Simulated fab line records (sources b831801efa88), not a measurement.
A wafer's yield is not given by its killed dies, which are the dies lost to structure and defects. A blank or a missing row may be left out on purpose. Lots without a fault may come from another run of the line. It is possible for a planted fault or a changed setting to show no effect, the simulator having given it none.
8D (eight disciplines) problem report, filled in by code ; flow sky130 ; the parts of the form that need people (team, actions taken, sign-off) are left out

## 1. WHAT WENT WRONG
Wafers without a fault read 150.00, standard deviation 0.041; beam-energy-keV at SKY_PWDE_IMPLANT_08 reads a mean of 128.00 on 9 wafers belonging to 3 lots. So: -99 or more standard deviations from the usual mean.
Seen first at day 7 03:21 on implanter-03, wafer L185.1. The record holds 39 wafers of 13 lots with a number at this step. Rule for "out", or "out of limits": more than 4 standard deviations from the usual mean. Any other wafer with a number is counted as sound.

## 2. WHAT THIS IS AND IS NOT
question;is;is not
which readings at this step;beam-energy-keV;-
which lots;L185, L188, L189;L171, L172, L173, L174, L176, L180, L181, L183, L186, L194
which wafers of those lots;all that have a number;-
read on which tools;implanter-03;implanter-02, implanter-04
when;from day 7 03:21;"up to then (24 sound wafers); but 6 sound wafers of L186, L194 came after"

## 3. THE SUSPECTS, EACH WITH WHAT RULES IT OUT
Counting: a tool at a process step up to the reading stays a suspect if it ran every lot that is out and no sound lot after the first of them.
- implanter-03 at SKY_PWDE_IMPLANT_08: kept. It processed each lot that is out, first L185 at day 7 03:21, and no sound lot thereafter; up to then, the last sound lot it processed was L183 at day 6 15:28. Out on those wafers are its own readings of beam-energy-keV.
The count leaves implanter-03 at SKY_PWDE_IMPLANT_08.

## 4. THE CAUSE (what the simulator had put in)
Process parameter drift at SKY_PWDE_IMPLANT_08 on implanter-03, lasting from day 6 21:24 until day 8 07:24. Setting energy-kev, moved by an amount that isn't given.
This tool alone remained once counting was done.

## 5. THE CHAIN OF EFFECTS, in route order
Each row: a reading whose mean over the struck wafers that have a number lies more than 3 standard deviations from the usual. Only readings for which the record gives a usual standard deviation are gone through. hours: the time from each lot's start at the first step in this table that gives one to its start at this step, as a median over the lots. sigmas: the change in usual standard deviations.
hours;step;reading;usual;on struck wafers;change;sigmas
0;SKY_PWDE_IMPLANT_08;beam-energy-keV;150.00;128.00;-22.00;-99 or more
The process steps in it:
- SKY_PWDE_IMPLANT_08
Later steps that measure or inspect, where all struck wafers having a row at the step show a number for every such reading and not one has moved that far: SKY_SD_N_RS_MEAS_16, SKY_LOCAL_INTERCONNECT_OVL_MEAS_12.

## 6. HOW IT WOULD HAVE BEEN CAUGHT EARLIER
The fault began at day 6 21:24; the first out-of-limits reading in this record came at day 7 03:21, 6 hours later.
